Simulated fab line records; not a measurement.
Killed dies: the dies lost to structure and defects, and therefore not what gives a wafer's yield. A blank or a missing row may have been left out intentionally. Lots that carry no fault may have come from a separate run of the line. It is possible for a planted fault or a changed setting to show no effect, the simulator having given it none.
Matching of chambers :: flow sky130 :: cmp-01 running SKY_FIELD_ISO_CMP_27: 4 sister chambers
The step polishes, stops on Si3N4, t overpolish 16 s, target thk 457.8 nm. 4 wafers are shown with their chamber, then 10 later ones without.

EACH WAFER AND ITS CHAMBER
wafer: L082.5
chamber: 3
motor current A (A): 11.2

wafer: L085.5
chamber: 2
motor current A (A): 13.4

wafer: L086.1
chamber: 0
motor current A (A): 13.1

wafer: L086.2
chamber: 1
motor current A (A): 10.5

WAFERS WITH NO CHAMBER GIVEN
wafer: L086.6
motor current A (A): 11.3

wafer: L089.2
motor current A (A): 10.6

wafer: L089.5
motor current A (A): 13.6

wafer: L089.6
motor current A (A): 10.6

wafer: L091.1
motor current A (A): 12.7

wafer: L091.3
motor current A (A): 10.8

wafer: L091.5
motor current A (A): 12.7

wafer: L095.3
motor current A (A): 12.7

wafer: L095.4
motor current A (A): 11.5

wafer: L095.5
motor current A (A): 10.5

THE CHAMBER EACH PASSED THROUGH
wafer: L086.6
from the rows above: 3
in truth: 3

wafer: L089.2
from the rows above: can't be placed: 1 or 3
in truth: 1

wafer: L089.5
from the rows above: can't be placed: 2 or 0
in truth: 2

wafer: L089.6
from the rows above: can't be placed: 1 or 3
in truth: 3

wafer: L091.1
from the rows above: can't be placed: 0 or 2
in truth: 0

wafer: L091.3
from the rows above: can't be placed: 1 or 3
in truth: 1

wafer: L091.5
from the rows above: can't be placed: 0 or 2
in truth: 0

wafer: L095.3
from the rows above: can't be placed: 0 or 2
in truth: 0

wafer: L095.4
from the rows above: 3
in truth: 3

wafer: L095.5
from the rows above: 1
in truth: 1
Correctly placed: 3 of 10. Can't be placed from these rows: 7 (the true chamber is among the candidates in 7). Number placed wrongly: 0.
How it was worked out, from the rows above alone: a wafer's distance from a chamber is the root of the sum, over the readings, of the square of ((its reading less the chamber's mean) divided by the reading's scatter). The wafer belongs to the nearest chamber; if the next one is less than 2 further off, it can't be placed. Each chamber's mean is taken over the wafers shown for it. The scatter: with one shown wafer a chamber, the root of the mean of the squares of how far each hidden wafer lies from its nearest shown one.
